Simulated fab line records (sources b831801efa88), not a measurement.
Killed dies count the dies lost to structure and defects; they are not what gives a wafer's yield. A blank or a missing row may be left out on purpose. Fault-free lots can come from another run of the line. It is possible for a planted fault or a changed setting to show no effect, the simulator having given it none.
What tool caused it? || flow gf180mcu || 6 lots, 17 wafers sampled, at 2 steps of a route of 602

== WHAT THE GAUGES READ, wafer by wafer ==
GF_PSD_OVL_MEAS_08.
{"lot": "L198", "measured": "day 14 15:03", "on": "overlay-01", "PSD_OVL (nm)": "-0.4 -1.6 0.4"}
{"lot": "L205", "measured": "day 17 00:33", "on": "overlay-02", "PSD_OVL (nm)": "-0.5 0.4 0.5"}
{"lot": "L208", "measured": "day 18 06:44", "on": "overlay-01", "PSD_OVL (nm)": "-86.7 -86.1 -85.3"}
{"lot": "L211", "measured": "day 19 04:16", "on": "overlay-01", "PSD_OVL (nm)": "0.1 0.2 -0.7"}
{"lot": "L213", "measured": "day 19 14:30", "on": "overlay-02", "PSD_OVL (nm)": "0.2 -0.1 2.4"}
{"lot": "L217", "measured": "day 21 05:52", "on": "overlay-02", "PSD_OVL (nm)": "-0.5 -0.4"}

== WHICH TOOL RAN EACH LOT (tool, then ch and the chambers of the sampled wafers, then the start) ==
{"lot": "L198", "GF_PSD_EXPOSE_04": "ilineStepper-02 ch 0, day 14 04:32"}
{"lot": "L205", "GF_PSD_EXPOSE_04": "ilineStepper-02 ch 0, day 16 13:29"}
{"lot": "L208", "GF_PSD_EXPOSE_04": "ilineStepper-01 ch 0, day 17 19:10"}
{"lot": "L211", "GF_PSD_EXPOSE_04": "ilineStepper-02 ch 0, day 18 16:10"}
{"lot": "L213", "GF_PSD_EXPOSE_04": "ilineStepper-02 ch 0, day 19 02:55"}
{"lot": "L217", "GF_PSD_EXPOSE_04": "ilineStepper-02 ch 0, day 20 17:48"}
- GF_PSD_EXPOSE_04: exposes mask Pplus, target cd 400 nm.

== THE ANSWER, worked out from the rows above alone ==
Rule: usual is defined by the lots themselves. Put in order of their means at a reading, lots are off if they are a third of the lots or fewer, leave a main group of 4 or more, and stand apart from it by a gap of 3 or more times the standard deviation of the main group's means; of several such gaps the widest counts. Not used: any main group whose means are identical at the precision the tables above print for the reading. Also off: a lot with no number at a reading for which 4 or more lots have one. Any other lot the step has rows for is counted as sound.
Off: at GF_PSD_OVL_MEAS_08 (PSD_OVL), L208. The main group: mean -0.0 nm, standard deviation 0.49.
If a tool, at a process step before that reading, ran all the lots that are off and no sound lot after the first of them, it fits. Gauges at GF_PSD_OVL_MEAS_08: tried the same way as those tools. One candidate fits, namely ilineStepper-01 at GF_PSD_EXPOSE_04. It ran no sound lot before its first lot that is off in this sample, so the start can't be narrowed down.

== WHAT HAD BEEN PUT IN BY THE SIMULATOR ==
Scanner matching overlay: ilineStepper-01, from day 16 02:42 on, at GF_PSD_EXPOSE_04. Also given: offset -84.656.
Struck lots among those shown: L208. The rule above reached the same finding.
